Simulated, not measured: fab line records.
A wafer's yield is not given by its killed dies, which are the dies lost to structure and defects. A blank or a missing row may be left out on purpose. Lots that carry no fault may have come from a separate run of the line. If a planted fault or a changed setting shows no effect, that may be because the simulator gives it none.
Which tool was responsible? | flow gf180mcu | Sampling: 7 lots, 21 wafers, 3 of 602 route steps

== WHAT EACH GAUGE READ, for each wafer ==
GF_TOP_METAL_RS_MEAS_05: uses a four-point probe to measure.
lot  | measured     | on           | TOP_METAL_ALCU_RS (ohm/sq)
L401 | day 27 09:31 | filmMetro-02 | 0.0330 0.0329 0.0329
L404 | day 28 10:13 | filmMetro-04 | 0.0324 0.0329 0.0323
L407 | day 29 16:37 | filmMetro-02 | 0.0328 0.0331 0.0333
L415 | day 31 17:42 | filmMetro-04 | 0.0330 0.0332 0.0331
L418 | day 32 20:11 | filmMetro-02 | 0.0326 0.0331 0.0327
L420 | day 33 00:06 | filmMetro-02 | 0.0319 0.0321 0.0324
L422 | day 33 12:59 | filmMetro-04 | 0.0325 0.0321 0.0325

== WHAT TOOL EACH LOT RAN ON (gives the tool, then ch and the chambers of the sampled wafers, and finally the start) ==
lot  | GF_MIM_SPUTTER_08           | GF_MIM_STRIP_20
L401 | pvdSputter-01, day 24 15:40 | plasmaAsher-03 ch 0,1, day 25 11:56
L404 | pvdSputter-01, day 25 15:44 | plasmaAsher-04 ch 0,1, day 26 15:11
L407 | pvdSputter-04, day 27 01:49 | plasmaAsher-03 ch 1, day 27 22:09
L415 | pvdSputter-02, day 29 08:50 | plasmaAsher-01 ch 0,1, day 30 03:10
L418 | pvdSputter-01, day 30 12:28 | plasmaAsher-04 ch 0, day 31 06:46
L420 | pvdSputter-04, day 30 16:28 | plasmaAsher-01 ch 0,1, day 31 10:07
L422 | pvdSputter-04, day 31 08:00 | plasmaAsher-04 ch 0,1, day 32 01:23
- GF_MIM_SPUTTER_08: material AlCu, target thk 200 nm, time 10.6 s.
- GF_MIM_STRIP_20: strips in O2/N2.

== THE ANSWER, worked out from the rows above alone ==
Rule: the lots themselves supply what counts as usual. The widest of any qualifying gaps counts: lots, ordered by their means at a reading, are off when they make up no more than a third of the lots, leave a main group of 4 or more, and stand apart from it by 3 or more times the standard deviation of that group's means. A main group is skipped when, at the precision printed for the reading in the tables above, its means are all equal. A lot without any number at a reading at which 4 lots or more have one is off too. Any other lot the step has rows for is counted as sound.
No lot is off at any reading shown: from this, nothing can be told.

== WHAT HAD BEEN PUT IN BY THE SIMULATOR ==
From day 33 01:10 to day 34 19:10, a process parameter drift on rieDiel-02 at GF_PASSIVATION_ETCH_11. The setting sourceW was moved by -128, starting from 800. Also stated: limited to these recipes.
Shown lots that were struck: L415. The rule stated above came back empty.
